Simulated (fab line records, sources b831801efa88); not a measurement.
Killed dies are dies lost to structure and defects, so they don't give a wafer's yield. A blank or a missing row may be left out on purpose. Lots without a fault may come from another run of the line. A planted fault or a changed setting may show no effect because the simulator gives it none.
Tool commonality check | flow gf180mcu | 13 lots, 39 wafers sampled

WHY IT WAS OPENED
At GF_VT_IMPLANT_TW_MEAS_21 the reading VT_IMPLANT_2_TW is flagged on 2 of 13 lots. Wafers without a fault read 1204, standard deviation 11.
Rule: a lot is flagged when every wafer of it that has a number lies more than 4 standard deviations from that mean, or none has a number. The other lots count as sound.

lot  | measured     | on            | VT_IMPLANT_2_TW, wafer by wafer | flag
L806 | day 6 01:39  | film_metro-01 | 1202 1202 1200                  |
L808 | day 6 18:47  | film_metro-01 | 1203 1213 1204                  |
L809 | day 6 21:32  | film_metro-04 | 1194 1197 1193                  |
L811 | day 7 14:50  | film_metro-01 | 1212 1214 1214                  |
L813 | day 8 05:10  | film_metro-04 | 1198 1201 1206                  |
L815 | day 8 14:01  | film_metro-04 | 1204 1198 1204                  |
L816 | day 8 19:00  | film_metro-02 | 1210 1205 1203                  |
L817 | day 9 05:58  | film_metro-01 | 1197 1201 1202                  |
L818 | day 9 10:25  | film_metro-02 | 1257 1258 1258                  | FLAGGED
L821 | day 10 04:01 | film_metro-02 | 1255 1259 1257                  | FLAGGED
L822 | day 10 09:14 | film_metro-01 | 1203 1193 1202                  |
L826 | day 11 10:56 | film_metro-01 | 1187 1189 1188                  |
L828 | day 12 02:13 | film_metro-02 | 1221 1222 1230                  |
The numbers of the flagged lots are 1257 on average: +53 against the usual, or +5 standard deviations.

WHICH TOOL RAN EACH LOT
The record holds 3 process steps before the reading, out of a route of 602 steps. In each cell: the tool, then ch and the chambers that the sampled wafers went through, then the start.
lot  | flag    | GF_STI_CMP_25                | GF_MVSD_STRIP_10                    | GF_VT_IMPLANT_IMPLANT_19
L806 |         | cmp-02 ch 0,1,3, day 2 03:19 | plasma_asher-02 ch 0,1, day 4 07:39 | implanter-03 ch 0, day 6 01:24
L808 |         | cmp-01 ch 0,1,2, day 2 15:14 | plasma_asher-04 ch 0,1, day 4 22:12 | implanter-04 ch 0, day 6 18:32
L809 |         | cmp-02 ch 0,1,2, day 2 19:39 | plasma_asher-02 ch 0,1, day 5 01:38 | implanter-02 ch 0, day 6 21:18
L811 |         | cmp-02 ch 0,1, day 3 07:17   | plasma_asher-01 ch 0,1, day 5 17:29 | implanter-02 ch 0, day 7 14:35
L813 |         | cmp-02 ch 1,2, day 3 16:55   | plasma_asher-02 ch 1, day 6 05:46   | implanter-02 ch 0, day 8 04:55
L815 |         | cmp-01 ch 1,2,3, day 4 03:32 | plasma_asher-04 ch 0,1, day 6 14:17 | implanter-04 ch 0, day 8 13:48
L816 |         | cmp-01 ch 0,3, day 4 07:05   | plasma_asher-04 ch 0,1, day 6 19:36 | implanter-03 ch 0, day 8 18:45
L817 |         | cmp-02 ch 0,2,3, day 4 16:21 | plasma_asher-02 ch 0,1, day 7 05:36 | implanter-04 ch 0, day 9 05:43
L818 | FLAGGED | cmp-01 ch 1,3, day 4 19:13   | plasma_asher-02 ch 0,1, day 7 08:38 | implanter-04 ch 0, day 9 10:12
L821 | FLAGGED | cmp-01 ch 1,2,3, day 5 09:17 | plasma_asher-04 ch 0,1, day 8 00:58 | implanter-04 ch 0, day 10 03:46
L822 |         | cmp-02 ch 0,1,2, day 5 13:37 | plasma_asher-02 ch 0,1, day 8 06:13 | implanter-03 ch 0, day 10 09:00
L826 |         | cmp-02 ch 0,1,3, day 6 10:14 | plasma_asher-01 ch 0,1, day 9 04:45 | implanter-02 ch 0, day 11 10:42
L828 |         | cmp-02 ch 0,3, day 6 21:35   | plasma_asher-02 ch 0,1, day 9 18:31 | implanter-02 ch 0, day 12 01:59
What these steps do:
- GF_STI_CMP_25: polishes, stops on Si3N4, t overpolish 33 s, target thk 524.6 nm.
- GF_MVSD_STRIP_10: strips in O2/N2.
- GF_VT_IMPLANT_IMPLANT_19
- GF_VT_IMPLANT_TW_MEAS_21

FLAGGED OVER TOTAL, TOOL BY TOOL (the gauges that took the reading come last)
step                     | tool            | lots run | flagged | share of the flagged lots | sound lots run after its first flagged lot
GF_STI_CMP_25            | cmp-01          | 5        | 2       | all                       | 0
GF_STI_CMP_25            | cmp-02          | 8        | 0       | none                      | -
GF_MVSD_STRIP_10         | plasma_asher-01 | 2        | 0       | none                      | -
GF_MVSD_STRIP_10         | plasma_asher-02 | 7        | 1       | some                      | 2 (L822,L828)
GF_MVSD_STRIP_10         | plasma_asher-04 | 4        | 1       | some                      | 0
GF_VT_IMPLANT_IMPLANT_19 | implanter-02    | 5        | 0       | none                      | -
GF_VT_IMPLANT_IMPLANT_19 | implanter-03    | 3        | 0       | none                      | -
GF_VT_IMPLANT_IMPLANT_19 | implanter-04    | 5        | 2       | all                       | 0
GF_VT_IMPLANT_TW_MEAS_21 | film_metro-01   | 6        | 0       | none                      | -
GF_VT_IMPLANT_TW_MEAS_21 | film_metro-02   | 4        | 2       | all                       | 1 (L828)
GF_VT_IMPLANT_TW_MEAS_21 | film_metro-04   | 3        | 0       | none                      | -

WHAT THE TABLE ALLOWS
3 rows of the table ran every flagged lot: cmp-01 at GF_STI_CMP_25, implanter-04 at GF_VT_IMPLANT_IMPLANT_19, film_metro-02 at GF_VT_IMPLANT_TW_MEAS_21.
- cmp-01 at GF_STI_CMP_25: 2 of its 5 lots flagged. Its last sound lot is L816 (day 4 07:05), its first flagged lot L818 (day 4 19:13): a fault that began between those two fits.
- implanter-04 at GF_VT_IMPLANT_IMPLANT_19: 2 of its 5 lots flagged. Its last sound lot is L817 (day 9 05:43), its first flagged lot L818 (day 9 10:12): a fault that began between those two fits. Its own readings lie more than 4 standard deviations out on every wafer of the flagged lots: beam_energy_keV.
- film_metro-02 at GF_VT_IMPLANT_TW_MEAS_21: 2 of its 4 lots flagged. Sound lots ran on it after the first flagged one (L828), which a lasting fault on the whole tool wouldn't allow.
Counting lots can't tell these 2 tools apart, because each fits a fault that began at some hour. More lots, or a look at what each step does to the wafer, might.

WHAT THE SIMULATOR HAD PUT IN
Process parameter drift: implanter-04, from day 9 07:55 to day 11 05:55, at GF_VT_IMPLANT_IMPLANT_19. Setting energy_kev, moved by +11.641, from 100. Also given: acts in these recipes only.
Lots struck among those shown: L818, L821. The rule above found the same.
